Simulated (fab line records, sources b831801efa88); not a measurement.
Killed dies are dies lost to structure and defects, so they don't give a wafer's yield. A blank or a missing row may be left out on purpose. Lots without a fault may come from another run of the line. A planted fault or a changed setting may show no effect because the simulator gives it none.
Which tool did it? | flow gf180mcu | 7 lots, 21 wafers sampled, at 2 steps of a route of 602

WHAT THE GAUGES READ, wafer by wafer
GF_V1_THK_MEAS_01.
lot  | measured     | on            | V1_CVD_00_THK (nm)
L135 | day 17 11:44 | film_metro-01 | 607 599 614
L137 | day 18 04:58 | film_metro-02 | 609 607 597
L139 | day 19 00:33 | film_metro-01 | 598 598 598
L142 | day 20 12:31 | film_metro-04 | 600 597 594
L144 | day 21 08:44 | film_metro-04 | 594 589 602
L153 | day 23 23:28 | film_metro-04 | 600 602 602
L157 | day 25 07:39 | film_metro-04 | 603 595 601

WHICH TOOL RAN EACH LOT (tool, then ch and the chambers of the sampled wafers, then the start)
lot  | GF_DNWELL_STRIP_08
L135 | plasma_asher-02 ch 0,1, day 3 01:19
L137 | plasma_asher-02 ch 0,1, day 3 10:25
L139 | plasma_asher-02 ch 0,1, day 3 19:58
L142 | plasma_asher-03 ch 0, day 4 11:49
L144 | plasma_asher-03 ch 0,1, day 5 01:01
L153 | plasma_asher-04 ch 0,1, day 6 23:37
L157 | plasma_asher-02 ch 0,1, day 7 21:52
- GF_DNWELL_STRIP_08: strips in O2/N2.

THE ANSWER, worked out from the rows above alone
Rule: what is usual is taken from the lots themselves. Put in order of their means at a reading, lots are off if they are a third of the lots or fewer, leave a main group of 4 or more, and stand apart from it by a gap of 3 or more times the standard deviation of the main group's means; of several such gaps the widest counts. A main group whose means are all the same, to the digits that the tables above print for the reading, isn't used. A lot without any number at a reading at which 4 lots or more have one is off too. The other lots that the step has rows for count as sound.
No lot is off at any reading shown: from this, nothing can be told.

WHAT THE SIMULATOR HAD PUT IN
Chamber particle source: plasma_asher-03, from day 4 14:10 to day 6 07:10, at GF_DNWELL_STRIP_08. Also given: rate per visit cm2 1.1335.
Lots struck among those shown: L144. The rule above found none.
